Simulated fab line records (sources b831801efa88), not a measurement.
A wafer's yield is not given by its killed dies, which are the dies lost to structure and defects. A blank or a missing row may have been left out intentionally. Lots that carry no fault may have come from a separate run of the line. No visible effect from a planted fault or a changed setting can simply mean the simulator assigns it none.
Comparing a struck lot with a sound one || flow sky130 || 17 steps out of a route of 708
Sound: these wafers, L358.2, L358.3, L358.4. Struck: wafer L362.4 (L362.5, L362.6, from the same lot, were not struck and are left out); the cause is given at the end.
Order at every step that has rows: each side's tool, ch and its chambers, its first start. Under that, the readings that differ: sound wafers || struck wafers || difference of the means || sigmas: that difference in standard deviations of wafers without a fault.
alike: same words and numbers on both sides, and readings whose means sit less than 2 such deviations apart. not compared: any withheld reading, any reading some wafer has no value for, any bound like >300 that may hide the same value, and any number with overlapping values for which the record gives no deviation.
The two part at a step that has a row with sigmas, a row that says differs or no value, or rows on one side only. When numbers do not overlap yet have no deviation, they are printed without sigmas and do not part them. Lack of a reading on every wafer of one side parts them only where that side has two or more wafers.

first, 2 steps without rows for these wafers: SKY_LOCAL_INTERCONNECT_PEB_09; SKY_LOCAL_INTERCONNECT_DEVELOP_10 (develop time 60 s).
SKY_LOCAL_INTERCONNECT_CD_MEAS_11: the cd target is 170 nm.
  sound: cd_sem-02 at day 30 18:25; struck: cd_sem-01 at day 32 20:34
  alike: cd_nm
SKY_LOCAL_INTERCONNECT_OVL_MEAS_12:
  sound: overlay-01 at day 30 18:32; struck: overlay-02 at day 32 20:39
  alike: LOCAL_INTERCONNECT_OVL
SKY_LOCAL_INTERCONNECT_ETCH_13: etches BARC in N2/H2, stops on SiO2, time 45.9 s, target depth 60 nm.
  sound on rie_metal-04 ch 0,1, day 30 18:34; struck on rie_metal-03 ch 1, day 32 20:41
{"reading": "drypump_motor_current_A (A)", "sound": "6.0 6.0 6.0", "struck": 4.7, "difference": -1.3, "sigmas": -2}
{"reading": "oes_product_au (a.u.)", "sound": "0.852 0.849 0.859", "struck": 0.864, "difference": "+0.011", "sigmas": "+2"}
  alike: bias_w, h2_flow_sccm, rf_fwd_power_W, throttle_valve_pct
  not compared: rf_hours_counter_h
SKY_LOCAL_INTERCONNECT_METAL_ETCH_14: etches TiN in Cl2/BCl3, stops on PSG, target depth 110 nm, time 31.4 s.
  sound on rie_metal-04 ch 0,1, day 30 18:37; struck on rie_metal-03 ch 1, day 32 20:45
{"reading": "drypump_motor_current_A (A)", "sound": "6.0 6.0 6.0", "struck": 4.7, "difference": -1.3, "sigmas": -2}
  alike: bias_w, oes_product_au, rf_fwd_power_W, throttle_valve_pct
  not compared: rf_hours_counter_h
SKY_LOCAL_INTERCONNECT_STRIP_15: strips in O2/N2.
  sound on plasma_asher-02 ch 0,1, day 30 18:40; struck on plasma_asher-04 ch 1, day 32 20:49
  alike: drypump_motor_current_A, oes_product_au, strip_time_to_endpoint_s
  not compared: rf_hours_counter_h
then, 3 steps without rows for these wafers: SKY_LOCAL_INTERCONNECT_STRIP_16 (strips in post etch residue remover, time 1200 s); SKY_LOCAL_INTERCONNECT_CLEAN_17 (cleans in IPA, time 180 s); SKY_LOCAL_INTERCONNECT_CLEAN_18 (cleans in O3/DIW).
SKY_CONTACT_CVD_00: deposits Si3N4, target thk 75 nm.
  sound on pecvd-02 ch 0,2, day 30 19:16; struck on pecvd-03 ch 1, day 32 21:24
{"reading": "rf_fwd_power_W (W)", "sound": "444.0 446.5 443.2", "struck": 439.3, "difference": -5.3, "sigmas": -3}
  alike: heater_power_w
SKY_CONTACT_THK_MEAS_01:
  sound: film_metro-04 at day 30 19:19; struck: film_metro-03 at day 32 21:26
  alike: CONTACT_CVD_00_THK
SKY_CONTACT_HDPCVD_02: deposits SiO2, target thk 565 nm, time 94.2 s.
  sound on hdpcvd-01 ch 0,2, day 30 19:22; struck on hdpcvd-01 ch 1, day 32 21:31
{"reading": "model.SiO2_of_CONTACT_HDPCVD_02.thk_nm (nm)", "sound": "556 559.6 560.2", "struck": 928.8, "difference": "+370.2", "sigmas": ""}
SKY_CONTACT_THK_MEAS_03:
  sound: film_metro-02 at day 30 19:26; struck: film_metro-03 at day 32 21:48
{"reading": "CONTACT_HDPCVD_THK (nm)", "sound": "556 559 561", "struck": 928, "difference": "+369", "sigmas": "+63"}
  not compared: hold
SKY_CONTACT_CMP_04: polishes SiO2.
  sound on cmp-01 ch 0,1,2, day 30 19:29; struck on cmp-01 ch 3, day 33 00:59
{"reading": "hold", "sound": "- - -", "struck": "await_dispo/3.2h/release", "difference": "no value on the sound wafers", "sigmas": ""}
{"reading": "motor_current_A (A)", "sound": "11.7 11.0 12.1", "struck": 14.8, "difference": "+3.2", "sigmas": "+2"}
{"reading": "time_to_endpoint_s (s)", "sound": "80 82 80", "struck": 221, "difference": "+140", "sigmas": "+40"}
  alike: slurry_filter_dp_kPa
SKY_CONTACT_BOW_MEAS_05:
  sound: film_metro-02 at day 30 19:48; struck: film_metro-02 at day 33 01:21
  alike: CONTACT_BOW
-- the record jumps here: 15 days lie between the struck wafers' starts before and after (it left off in module CONTACT and takes up again in module PAD_OPEN, whose first step shown is number 708 of the route) --
SKY_PAD_OPEN_PROBE_99:
  sound: prober-01 at day 46 03:52; struck: prober-01 at day 47 15:36
  alike: killed_at_M0_to_M3, killed_at_M4_up, killed_at_contacts, killed_at_front_end, killed_at_other, killed_dies, killed_open, killed_short

## WHERE THEY PART
Earliest at SKY_LOCAL_INTERCONNECT_ETCH_13; latest, in this record, at SKY_CONTACT_CMP_04. Later steps at which nothing parts them and some readings are alike: SKY_CONTACT_BOW_MEAS_05, SKY_PAD_OPEN_PROBE_99.

WHY: what had been put in by the simulator
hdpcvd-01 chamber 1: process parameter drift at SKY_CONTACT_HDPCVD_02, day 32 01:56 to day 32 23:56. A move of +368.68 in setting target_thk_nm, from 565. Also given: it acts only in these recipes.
